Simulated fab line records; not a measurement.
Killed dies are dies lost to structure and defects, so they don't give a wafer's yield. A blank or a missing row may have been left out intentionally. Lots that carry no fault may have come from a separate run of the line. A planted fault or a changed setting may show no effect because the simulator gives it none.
Comparing a struck lot with a sound one	flow gf180mcu	31 out of 602 route steps
Sound: the wafers L579.2, L579.3, L579.5. Wafers L583.1, L583.3, L583.6 were the ones struck. Last of all comes the cause.
Per side, at each step with rows, come the tool, then ch with its chambers, and then its first start. Under that, the readings that differ: sound wafers	struck wafers	difference of the means	sigmas: that difference in standard deviations of wafers without a fault.
alike: readings with means less than 2 such deviations apart, plus words and numbers identical on both sides. not compared: withheld readings, readings lacking a value on some wafer, bounds such as >300 that could conceal the same value, and numbers that have no deviation in the record and whose values overlap.
A row with sigmas, a row that says differs or no value, or rows on one side alone: a step with any of these is where the two part. Numbers that have no deviation but don't overlap get no sigmas and don't part them. A reading that every wafer of one side lacks parts them only if that side has two wafers or more.

first, 7 steps without rows for these wafers: GF_HV_LDD_DEHYDRATE_24 (time 60 s); GF_HV_LDD_HMDS_25 (prime time 60 s); GF_HV_LDD_COAT_26 (resist thk 1000 nm); GF_HV_LDD_SOFTBAKE_27 (time 60 s); GF_HV_LDD_EXPOSE_28 (exposes mask Nplus HV AREA, target cd 400 nm); GF_HV_LDD_PEB_29; GF_HV_LDD_DEVELOP_30 (develop time 60 s).
GF_HV_LDD_CD_MEAS_31 targets a cd of 400 nm.
  sound: cdSem-02 at day 13 03:41; struck: cdSem-02 at day 14 12:25
  alike: cdNm
GF_HV_LDD_OVL_MEAS_32:
  sound: overlay-02 at day 13 03:47; struck: overlay-01 at day 14 12:32
  alike: HV_LDD_02_OVL
then, 3 steps without rows for these wafers: GF_HV_LDD_IMPLANT_33; GF_HV_LDD_IMPLANT_34; GF_HV_LDD_IMPLANT_35.
GF_HV_LDD_IMPLANT_36:
  struck on implanter-01, day 14 13:02; sound on implanter-01 ch 0, day 13 04:17
  no value came back on the struck wafers for beamEnergyKeV, beamOnS (s), doseIonsCm2; on the sound wafers beamEnergyKeV reads 60.006 60.011 60.005
GF_HV_LDD_STRIP_37: strips in O2/N2.
  sound on plasmaAsher-01 ch 0,1, day 13 04:25; struck on plasmaAsher-01 ch 0,1, day 14 13:11
  alike: drypumpMotorCurrentA, heaterPowerW, oesProductAu, stripTimeToEndpointS
  not compared: rfHoursCounterH
GF_HV_LDD_TW_MEAS_38:
  sound: filmMetro-03 at day 13 04:31; struck: filmMetro-03 at day 14 13:17
reading	sound	struck	difference	sigmas
HV_LDD_3_TW	1434 1439 1427	1320 1312 1313	-118	-11
then, 7 steps without rows for these wafers: GF_HV_LDD_DEHYDRATE_39 (time 60 s); GF_HV_LDD_HMDS_40 (prime time 60 s); GF_HV_LDD_COAT_41 (resist thk 1000 nm); GF_HV_LDD_SOFTBAKE_42 (time 60 s); GF_HV_LDD_EXPOSE_43 (exposes mask Pplus HV AREA, target cd 400 nm); GF_HV_LDD_PEB_44; GF_HV_LDD_DEVELOP_45 (develop time 60 s).
GF_HV_LDD_CD_MEAS_46 targets a cd of 400 nm.
  sound: cdSem-02 at day 14 01:08; struck: cdSem-01 at day 15 11:01
  alike: cdNm
GF_HV_LDD_OVL_MEAS_47:
  sound: overlay-01 at day 14 01:15; struck: overlay-01 at day 15 11:08
  alike: HV_LDD_03_OVL
after that, 1 step had no rows for these wafers: GF_HV_LDD_IMPLANT_48.
GF_HV_LDD_STRIP_49: strips in O2/N2.
  sound on plasmaAsher-01 ch 0,1, day 14 01:26; struck on plasmaAsher-01 ch 0, day 15 11:19
  alike: drypumpMotorCurrentA, heaterPowerW, oesProductAu, stripTimeToEndpointS
  not compared: rfHoursCounterH
GF_HV_LDD_TW_MEAS_50:
  sound: filmMetro-03 at day 14 01:32; struck: filmMetro-04 at day 15 11:25
  alike: HV_LDD_4_TW
then, 1 step without rows for these wafers: GF_HV_LDD_CLEAN_51 (cleans in SC1/SC2, time 150 s).
GF_HV_LDD_RTA_52: time 10 s.
  sound on rtpAnneal-01 ch 0, day 14 01:40; struck on rtpAnneal-02 ch 0, day 15 11:31
reading	sound	struck	difference	sigmas
lampPowerPct (%)	36.5 36.5 36.4	34.5 34.4 34.4	-2.0	-2
  alike: wafer_temp_C_max
GF_HV_LDD_RS_MEAS_53: measurement is done with a four-point probe.
  sound: filmMetro-01 at day 14 01:44; struck: filmMetro-03 at day 15 11:35
reading	sound	struck	difference	sigmas
HV_LDD_RS (ohm/sq)	418.1 418.2 418.8	441.0 441.4 441.6	+23.0	+25
then, 1 step without rows for these wafers: GF_HV_LDD_CVD_54 (deposits SiO2 from TEOS, target thk 10 nm, time 75 s).

WHERE THEY PART
At GF_HV_LDD_IMPLANT_36 first; at GF_HV_LDD_RS_MEAS_53 last (within this record only).

WHY: what the simulator had put in
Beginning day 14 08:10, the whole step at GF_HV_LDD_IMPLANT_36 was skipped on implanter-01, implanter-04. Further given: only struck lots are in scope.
